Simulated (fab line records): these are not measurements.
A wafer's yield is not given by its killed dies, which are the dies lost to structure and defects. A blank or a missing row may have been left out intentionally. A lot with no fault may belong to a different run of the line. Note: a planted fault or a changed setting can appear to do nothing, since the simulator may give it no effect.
Code-filled problem report in 8D (eight disciplines) form | flow sky130 | the parts of the form that need people (team, actions taken, sign-off) are left out

== 1. THE PROBLEM ==
At SKY_PAD_OPEN_PROBE_99, killed_at_front_end averages 47 over 6 wafers from 2 lots, while fault-free wafers read 15, standard deviation 4.2. That puts it +7.5 standard deviations away from the usual mean.
First observed at day 49 14:14: wafer L819.2, on prober-02. Wafers with a number at this step in the record: 39, from 13 lots. Rule for "out" (also "out of limits"): further than 4 standard deviations from the usual mean. Any other wafer with a number is counted as sound.

== 2. WHAT IT IS; WHAT IT IS NOT ==
question                    | is                     | is not
which readings at this step | killed_at_front_end    | killed_at_M0_to_M3, killed_at_M4_up, killed_at_other, killed_short
which lots                  | L819, L820             | L804, L805, L806, L807, L808, L809, L811, L812, L813, L815, L817
which wafers of those lots  | all that have a number | -
read on which tools         | prober-01, prober-02   | -
when                        | from day 49 14:14      | up to then (33 sound wafers)

== 3. WHAT RULES OUT EACH SUSPECT ==
Counting: a tool at a process step up to the reading stays a suspect if it ran every lot that is out and no sound lot after the first of them.
- wet_bench-01 at SKY_FIELD_ISO_WET_ETCH_29 (etches Si3N4 in H3PO4, target depth 160 nm, time 1825 s): kept. Every lot that is out went through it, starting with L819 (day 5 15:18), and after that it ran no sound lot; the last sound lot it ran before then is L817 (day 5 06:13).
- pvd_sputter-02 at SKY_METAL5_SPUTTER_01 (material TiN, target thk 20 nm, time 16.7 s): kept. Every lot that is out went through it, starting with L819 (day 47 03:00), and after that it ran no sound lot; the last sound lot it ran before then is L812 (day 45 01:27).
Remaining after the count are wet_bench-01 at SKY_FIELD_ISO_WET_ETCH_29 and pvd_sputter-02 at SKY_METAL5_SPUTTER_01.

== 4. THE CAUSE (what the simulator had put in) ==
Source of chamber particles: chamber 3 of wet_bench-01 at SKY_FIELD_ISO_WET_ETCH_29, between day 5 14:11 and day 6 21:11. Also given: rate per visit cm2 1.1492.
After counting, 2 suspects remain, this tool included.

== 5. THE EFFECT CHAIN, in route order ==
Rows list readings where the struck wafers' mean (over those with a number) sits beyond 3 standard deviations from the usual. Scope: only readings with a usual standard deviation given in the record; hours: median across lots of the time from each lot's start at the first step in this table that gives one to its start at this step; sigmas: change in usual standard deviations.
hours | step                  | reading             | usual | on struck wafers | change | sigmas
0     | SKY_PAD_OPEN_PROBE_99 | killed_at_front_end | 15    | 47               | +32    | +7.5
0     | SKY_PAD_OPEN_PROBE_99 | killed_dies         | 85    | 120              | +35    | +3.5
0     | SKY_PAD_OPEN_PROBE_99 | killed_on_rim       | 17    | 30               | +13    | +3.2
The process steps in it:
- SKY_PAD_OPEN_PROBE_99

== 6. HOW IT WOULD HAVE BEEN CAUGHT EARLIER ==
First out-of-limits reading in this record: day 49 14:14, which is 1056 hours after fault onset at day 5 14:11.
The start of SKY_FIELD_ISO_WET_ETCH_29 on wet_bench-01 came by day 49 14:14 for every one of the lots that are out (2). None of them would have been spared by holding the tool at that moment.
